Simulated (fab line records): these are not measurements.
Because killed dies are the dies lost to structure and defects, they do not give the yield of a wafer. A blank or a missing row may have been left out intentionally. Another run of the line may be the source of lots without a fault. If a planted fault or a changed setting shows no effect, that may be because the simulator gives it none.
Which tool was responsible? + flow gf180mcu + 12 lots with 36 wafers sampled at 6 steps, on a route of 602 steps

WHAT THE GAUGES READ, wafer by wafer
GF_STI_THK_MEAS_24. Usual: STI_CVD_23_THK typically reads 652 nm, with standard deviation 7.2.
| lot  | measured    | on            | STI_CVD_23_THK (nm) | flag |
|------|-------------|---------------|---------------------|------|
| L897 | day 2 03:29 | film metro-01 | 641 646 659         |      |
| L899 | day 2 14:48 | film metro-01 | 639 641 635         |      |
| L901 | day 3 00:37 | film metro-02 | 663 657 654         |      |
| L903 | day 3 10:38 | film metro-04 | 667 668 658         |      |
| L907 | day 4 08:02 | film metro-02 | 635 637 637         |      |
| L908 | day 4 12:35 | film metro-02 | 660 649 645         |      |
| L911 | day 5 05:49 | film metro-01 | 651 646 653         |      |
| L915 | day 6 01:12 | film metro-02 | 656 641 648         |      |
| L916 | day 6 07:46 | film metro-01 | 661 661 659         |      |
| L918 | day 6 15:58 | film metro-02 | 645 648 655         |      |
| L919 | day 6 20:37 | film metro-04 | 655 644 640         |      |
| L920 | day 7 01:45 | film metro-04 | 647 658 654         |      |

GF_LVPWELL_OVL_MEAS_07. Usual: LVPWELL_OVL typically reads -0.4 nm, with standard deviation 1.2.
| lot  | measured    | on         | LVPWELL_OVL (nm) | flag |
|------|-------------|------------|------------------|------|
| L897 | day 3 20:36 | overlay-02 | -0.1 0.8 0.8     |      |
| L899 | day 4 07:58 | overlay-02 | -0.2 -0.1 0.0    |      |
| L901 | day 4 18:49 | overlay-02 | 0.8 1.3 0.6      |      |
| L903 | day 5 05:31 | overlay-02 | -1.1 0.0 -1.2    |      |
| L907 | day 6 05:19 | overlay-01 | -2.4 -1.8 -2.0   |      |
| L908 | day 6 10:13 | overlay-02 | -1.4 -1.0 -0.5   |      |
| L911 | day 7 06:07 | overlay-01 | 0.9 -0.4 -0.5    |      |
| L915 | day 8 04:04 | overlay-02 | 0.3 0.4 0.8      |      |
| L916 | day 8 08:46 | overlay-01 | -0.5 -0.9 -0.8   |      |
| L918 | day 8 18:37 | overlay-01 | 1.2 -1.4 -0.2    |      |
| L919 | day 9 00:43 | overlay-01 | -0.2 -1.2 -0.6   |      |
| L920 | day 9 05:54 | overlay-01 | -0.6 -0.5 0.1    |      |

GF_MVPSD_TW_MEAS_11. Usual: MVPSD_TW typically reads 551, with standard deviation 6.3.
| lot  | measured     | on            | MVPSD_TW    | flag |
|------|--------------|---------------|-------------|------|
| L897 | day 5 00:50  | film metro-01 | 547 545 544 |      |
| L899 | day 5 12:02  | film metro-01 | 544 547 544 |      |
| L901 | day 5 23:58  | film metro-04 | 557 558 554 |      |
| L903 | day 6 10:11  | film metro-03 | 556 556 555 |      |
| L907 | day 7 13:08  | film metro-03 | 601 606 601 | OFF  |
| L908 | day 7 18:20  | film metro-01 | 589 589 588 | OFF  |
| L911 | day 8 15:01  | film metro-03 | 559 555 555 |      |
| L915 | day 9 14:34  | film metro-04 | 560 558 557 |      |
| L916 | day 9 19:42  | film metro-01 | 542 547 543 |      |
| L918 | day 10 04:50 | film metro-04 | 557 558 558 |      |
| L919 | day 10 13:11 | film metro-03 | 554 553 554 |      |
| L920 | day 10 18:20 | film metro-01 | 545 550 546 |      |

GF_VT_IMPLANT_RS_MEAS_49: a four-point-probe measurement. Usual: MVPSD_RS typically reads 1168 ohm/sq, with standard deviation 4.1.
| lot  | measured     | on            | MVPSD_RS (ohm/sq) | flag |
|------|--------------|---------------|-------------------|------|
| L897 | day 7 12:24  | film metro-04 | 1161 1163 1163    |      |
| L899 | day 8 01:13  | film metro-04 | 1167 1167 1168    |      |
| L901 | day 8 15:57  | film metro-04 | 1166 1165 1168    |      |
| L903 | day 9 02:52  | film metro-04 | 1172 1172 1169    |      |
| L907 | day 10 09:25 | film metro-03 | 1319 1319 1323    | OFF  |
| L908 | day 10 15:14 | film metro-03 | 1314 1315 1316    | OFF  |
| L911 | day 11 13:49 | film metro-03 | 1174 1175 1175    |      |
| L915 | day 12 17:17 | film metro-03 | 1164 1166 1167    |      |
| L916 | day 12 23:35 | film metro-04 | 1169 1168 1166    |      |
| L918 | day 13 09:43 | film metro-04 | 1166 1167 1166    |      |
| L919 | day 13 19:05 | film metro-03 | 1170 1166 1168    |      |
| L920 | day 14 01:16 | film metro-03 | 1177 1177 1175    |      |

TOOL THAT RAN EACH LOT (tool first, then ch and the chambers of the sampled wafers, then the start)
| lot  | GF_STI_STRIP_15                     | GF_MVPSD_IMPLANT_08             |
|------|-------------------------------------|---------------------------------|
| L897 | plasma asher-03 ch 0,1, day 2 01:47 | implanter-04 ch 0, day 5 00:26  |
| L899 | plasma asher-02 ch 0,1, day 2 13:05 | implanter-03 ch 0, day 5 11:38  |
| L901 | plasma asher-01 ch 0,1, day 2 22:37 | implanter-03 ch 0, day 5 23:35  |
| L903 | plasma asher-02 ch 0,1, day 3 08:53 | implanter-02 ch 0, day 6 09:47  |
| L907 | plasma asher-03 ch 0,1, day 4 04:59 | implanter-03 ch 0, day 7 12:44  |
| L908 | plasma asher-03 ch 0,1, day 4 10:14 | implanter-03 ch 0, day 7 17:56  |
| L911 | plasma asher-03 ch 0,1, day 5 01:16 | implanter-04 ch 0, day 8 14:38  |
| L915 | plasma asher-01 ch 0,1, day 5 23:28 | implanter-04 ch 0, day 9 14:13  |
| L916 | plasma asher-01 ch 0, day 6 04:52   | implanter-02 ch 0, day 9 19:19  |
| L918 | plasma asher-03 ch 0,1, day 6 14:13 | implanter-04 ch 0, day 10 04:26 |
| L919 | plasma asher-02 ch 0,1, day 6 18:52 | implanter-02 ch 0, day 10 12:49 |
| L920 | plasma asher-03 ch 0,1, day 7 00:02 | implanter-02 ch 0, day 10 17:56 |
- GF_STI_STRIP_15: strips in O2/N2.
- GF_MVPSD_IMPLANT_08

AS READ BY THE TOOLS THEMSELVES (means over the sampled wafers that have a number; for cases with no such wafer, the mark the record gives instead)
GF_STI_STRIP_15. Usual: drypump motor current A 5.6 A, standard deviation 0.38; heater power w 338 W, standard deviation 27; oes product au 0.384 a.u., standard deviation 0.0044; strip time to endpoint s 3.73 s, standard deviation 0.043.
| lot  | tool            | drypump motor current A (A) | heater power w (W) | oes product au (a.u.) | strip time to endpoint s (s) | flag |
|------|-----------------|-----------------------------|--------------------|-----------------------|------------------------------|------|
| L897 | plasma asher-03 | 5.5                         | 334                | 0.387                 | 3.75                         |      |
| L899 | plasma asher-02 | 5.9                         | 318                | 0.384                 | 3.76                         |      |
| L901 | plasma asher-01 | 5.8                         | 349                | 0.383                 | 3.72                         |      |
| L903 | plasma asher-02 | 5.9                         | 323                | 0.386                 | 3.75                         |      |
| L907 | plasma asher-03 | 5.4                         | 356                | 0.382                 | 3.73                         |      |
| L908 | plasma asher-03 | 5.5                         | 339                | 0.385                 | 3.71                         |      |
| L911 | plasma asher-03 | 5.6                         | 349                | 0.382                 | 3.72                         |      |
| L915 | plasma asher-01 | 5.5                         | 346                | 0.383                 | 3.73                         |      |
| L916 | plasma asher-01 | 6.0                         | 348                | 0.387                 | 3.72                         |      |
| L918 | plasma asher-03 | 5.5                         | 337                | 0.386                 | 3.72                         |      |
| L919 | plasma asher-02 | 5.9                         | 315                | 0.385                 | 3.73                         |      |
| L920 | plasma asher-03 | 5.3                         | 361                | 0.378                 | 3.75                         |      |

GF_MVPSD_IMPLANT_08. Usual: beam on s 10.00 s, standard deviation 0.18; tilt deg -0.001 degrees, standard deviation 0.02.
| lot  | tool         | beam on s (s) | tilt deg (degrees) | flag |
|------|--------------|---------------|--------------------|------|
| L897 | implanter-04 | 10.06         | 0.005              |      |
| L899 | implanter-03 | 10.03         | -0.004             |      |
| L901 | implanter-03 | 10.20         | 0.008              |      |
| L903 | implanter-02 | 10.05         | -0.003             |      |
| L907 | implanter-03 | 10.09         | 3.177              | OFF  |
| L908 | implanter-03 | 9.88          | 3.166              | OFF  |
| L911 | implanter-04 | 10.08         | -0.015             |      |
| L915 | implanter-04 | 10.14         | -0.009             |      |
| L916 | implanter-02 | 9.94          | -0.021             |      |
| L918 | implanter-04 | 9.92          | -0.025             |      |
| L919 | implanter-02 | 10.09         | -0.004             |      |
| L920 | implanter-02 | 10.07         | -0.002             |      |

THE ANSWER, worked out from the rows above alone
Rule: a lot counts as off when the mean over its wafers that have a number is more than 3 standard deviations away from the usual mean. Also off: a lot with no number at a reading for which 4 or more lots have one. All remaining lots with rows at the step are treated as sound. The gauges are gone through in route order, then the tools' own readings, and for those a lot's mean is taken as printed above. At the first step where some lot is off, the reading lying furthest off is the one used; lots without a number count as furthest.
Off: at GF_MVPSD_TW_MEAS_11 (MVPSD_TW), L907, L908.
A tool fits if, at a process step before that reading, it ran every lot that is off, and no sound lot after the first of them. The gauges at GF_MVPSD_TW_MEAS_11 aren't tried: what is off there is off at GF_MVPSD_IMPLANT_08 too, on other tools, and a gauge's error can't cause that. One fits: implanter-03 at GF_MVPSD_IMPLANT_08. A fault onset in the window from L901 (day 5 23:35, its last sound lot) to L907 (day 7 12:44, its first lot off) fits.
The tool's own readings at GF_MVPSD_IMPLANT_08 bear it out: on the lots that are off they differ by more than 5 times the standard deviation of the sound lots' means. tilt deg reads 3.171 degrees there against -0.007 degrees on the sound lots.

WHAT THE SIMULATOR HAD PUT IN
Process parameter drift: implanter-03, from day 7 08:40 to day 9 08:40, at GF_MVPSD_IMPLANT_08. The setting tilt deg was moved by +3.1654, starting from 0. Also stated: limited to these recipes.
Struck lots among those shown: L907, L908. The same result came from the rule above.
